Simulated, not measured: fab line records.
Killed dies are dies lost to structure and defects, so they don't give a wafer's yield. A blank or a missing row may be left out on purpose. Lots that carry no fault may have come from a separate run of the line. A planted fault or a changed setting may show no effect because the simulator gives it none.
Struck lot and sound lot, side by side | flow sky130 | 34 steps out of a route of 708
Sound: wafers L847.2, L847.3, L847.5. Wafers struck: L834.2, L834.3, L834.4. Last of all comes the cause.
Each step with rows lists, per side, the tool, then ch with its chambers, then its first start. Under that, the readings that differ: sound wafers | struck wafers | difference of the means | sigmas: that difference in standard deviations of wafers without a fault.
alike: words and numbers the same on both sides, and readings whose means are apart by under 2 such deviations; not compared: readings that were withheld, readings missing a value for some wafer, numbers with overlapping values and no deviation given by the record, and bounds like >300 which may hide the same value.
The two part at a step that has a row with sigmas, a row that says differs or no value, or rows on one side only. Numbers that have no deviation but don't overlap get no sigmas and don't part them. Lack of a reading on every wafer of one side parts them only where that side has two or more wafers.

first, 8 steps without rows for these wafers: SKY_LOCAL_INTERCONNECT_ETCH_13 (etches BARC in N2/H2, stops on SiO2, time 45.9 s, target depth 60 nm); SKY_LOCAL_INTERCONNECT_METAL_ETCH_14 (etches TiN in Cl2/BCl3, stops on PSG, target depth 110 nm, time 31.4 s); SKY_LOCAL_INTERCONNECT_STRIP_15 (strips in O2/N2); SKY_LOCAL_INTERCONNECT_STRIP_16 (strips in post etch residue remover, time 1200 s); SKY_LOCAL_INTERCONNECT_CLEAN_17 (cleans in IPA, time 180 s); SKY_LOCAL_INTERCONNECT_CLEAN_18 (cleans in O3/DIW); SKY_CONTACT_CVD_00 (deposits Si3N4, target thk 75 nm); SKY_CONTACT_HDPCVD_02 (deposits SiO2, target thk 565 nm, time 94.2 s).
SKY_CONTACT_CMP_04: polishes SiO2.
  sound on cmp-01 ch 0,1,2, day 36 22:49; struck on cmp-01 ch 0,1,3, day 33 00:22
  reading                                     | sound             | struck            | difference | sigmas
  time to endpoint s (s)                      | 78 74 85          | 100 99 102        | +21        | +3
  model.SiO2_of_CONTACT_HDPCVD_02.thk nm (nm) | 338.7 337.6 340.3 | 414.7 411.6 416.9 | +75.5      |
  alike: motor current A
then, 9 steps without rows for these wafers: SKY_CONTACT_DEHYDRATE_06 (time 60 s); SKY_CONTACT_HMDS_07 (prime time 60 s); SKY_CONTACT_COAT_08 (resist thk 60 nm); SKY_CONTACT_COAT_09 (resist thk 450 nm); SKY_CONTACT_SOFTBAKE_10 (time 90 s); SKY_CONTACT_EXPOSE_11 (exposes mask CTM1, target cd 170 nm); SKY_CONTACT_PEB_12; SKY_CONTACT_DEVELOP_13 (develop time 60 s); SKY_CONTACT_ETCH_16 (etches BARC in N2/H2, stops on SiO2, time 45.9 s, target depth 60 nm).
SKY_CONTACT_ETCH_17: etches SiO2 in C4F8/O2/Ar, stops on Si3N4, target depth 340 nm.
  sound on rie diel-03 ch 0,3, day 38 00:56; struck on rie diel-04 ch 0,2,3, day 34 03:53
  reading                             | sound             | struck            | difference | sigmas
  oes product au (a.u.)               | 0.885 0.886 0.889 | 1.006 0.993 1.009 | +0.116     | +22
  model.etch.depth nm (nm)            | 338.7 337.6 340.2 | 414.7 411.6 416.9 | +75.6      |
  model.CONTACT.feature depth nm (nm) | 338.7 337.6 340.2 | 414.7 411.6 416.9 | +75.6      |
then, 13 steps without rows for these wafers: SKY_CONTACT_ETCH_18 (etches Si3N4 in CHF3/O2, stops on TiN, time 39 s, target depth 75 nm); SKY_CONTACT_STRIP_19 (strips in O2/N2); SKY_CONTACT_STRIP_20 (strips in post etch residue remover, time 1200 s); SKY_CONTACT_CLEAN_21 (cleans in IPA, time 180 s); SKY_CONTACT_CLEAN_22 (cleans in O3/DIW); SKY_CONTACT_SPUTTER_23 (material TiN, target thk 20 nm, time 80 s); SKY_CONTACT_CVD_24 (deposits W, target thk 340 nm, time 102.12 s); SKY_CONTACT_CMP_27 (polishes, stops on SiO2, t overpolish 15 s, target thk 0 nm); SKY_METAL1_SPUTTER_00 (material Ti, target thk 15 nm, time 10 s); SKY_METAL1_SPUTTER_01 (material TiN, target thk 20 nm, time 16.7 s); SKY_METAL1_SPUTTER_02 (material AlCu, target thk 250 nm, time 13.3 s); SKY_METAL1_SPUTTER_03 (material Ti, target thk 5 nm, time 3.3 s); SKY_METAL1_SPUTTER_04 (material TiN, target thk 70 nm, time 58.3 s).
SKY_METAL1_METAL_ETCH_19: etches the open film in Cl2/BCl3, stops on SiO2, target depth 360 nm, time 78 s.
  sound on rie metal-04 ch 0,1, day 39 03:44; struck on rie metal-01 ch 0,1, day 35 08:41
  reading                                     | sound           | struck          | difference | sigmas
  model.SiO2_of_CONTACT_HDPCVD_02.thk nm (nm) | 324.7 323.4 326 | 400.8 397.5 403 | +75.7      |
  alike: drypump motor current A, oes product au, throttle valve pct
  not compared: rf hours counter h
-- the record jumps here: 12 days lie between the struck wafers' starts before and after (it left off in module METAL1 and takes up again in module PAD_OPEN, whose first step shown is number 708 of the route) --
SKY_PAD_OPEN_PROBE_99:
  struck on prober-01, day 47 17:08; sound on prober-01, day 50 10:42
  reading                       | sound             | struck            | difference | sigmas
  killed at contacts            | 26 31 22          | 43 53 52          | +23        | +5
  killed dies                   | 87 93 72          | 98 120 111        | +26        | +3
  model.etest.mcon chain.rc ohm | 17.11 16.57 16.75 | 17.48 19.82 20.27 | +2.38      |
  alike: killed_at_M0_to_M3, killed_at_M4_up, killed at front end, killed at other, killed open, killed short

== WHERE THEY PART ==
Last at SKY_PAD_OPEN_PROBE_99 as far as this record goes, first at SKY_CONTACT_CMP_04.

WHY: the cause the simulator had injected
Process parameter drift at SKY_CONTACT_CMP_04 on cmp-01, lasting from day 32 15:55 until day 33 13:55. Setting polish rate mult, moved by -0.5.
